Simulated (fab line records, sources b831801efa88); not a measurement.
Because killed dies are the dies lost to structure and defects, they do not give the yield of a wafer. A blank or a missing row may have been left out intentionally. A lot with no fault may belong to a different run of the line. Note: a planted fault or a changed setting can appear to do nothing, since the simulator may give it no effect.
Matching of chambers | flow sky130 | 4 sister chambers for SKY_VIA1_CMP_02 on cmp-01
The step polishes SiO2. 4 wafers are shown with their chamber, then 10 later ones without.

WAFERS, EACH WITH ITS CHAMBER
wafer  | chamber | motor-current-A (A)
L087.4 | 2       | 12.9
L089.1 | 3       | 10.6
L089.3 | 1       | 9.4
L090.5 | 0       | 10.5

WAFERS MISSING THEIR CHAMBER
wafer  | motor-current-A (A)
L090.6 | 11.2
L091.3 | 9.3
L091.5 | 11.5
L091.6 | 10.8
L092.2 | 9.6
L092.3 | 11.0
L092.6 | 9.2
L097.1 | 11.9
L097.2 | 13.1
L097.3 | 11.1

WHICH CHAMBER EACH WENT THROUGH
wafer  | from the rows above          | in truth
L090.6 | can't be placed: 3 or 0      | 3
L091.3 | 1                            | 1
L091.5 | can't be placed: 3 or 0 or 2 | 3
L091.6 | can't be placed: 3 or 0      | 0
L092.2 | can't be placed: 1 or 0 or 3 | 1
L092.3 | can't be placed: 3 or 0      | 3
L092.6 | 1                            | 1
L097.1 | can't be placed: 2 or 3 or 0 | 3
L097.2 | 2                            | 2
L097.3 | can't be placed: 3 or 0      | 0
Correctly placed: 3 of 10. Not placeable from these rows: 7 (in 7, the candidates include the true chamber). Placed wrongly: 0.
How it was worked out, from the rows above alone: a wafer's distance from a chamber is the root of the sum, over the readings, of the square of ((its reading less the chamber's mean) divided by the reading's scatter). If the next closest chamber is less than 2 further off than the closest, the wafer can't be placed; otherwise it belongs to the closest. The mean given for a chamber averages the wafers shown for that chamber. The scatter: root of mean squared gap, hidden wafer to nearest shown wafer, with one shown wafer a chamber.
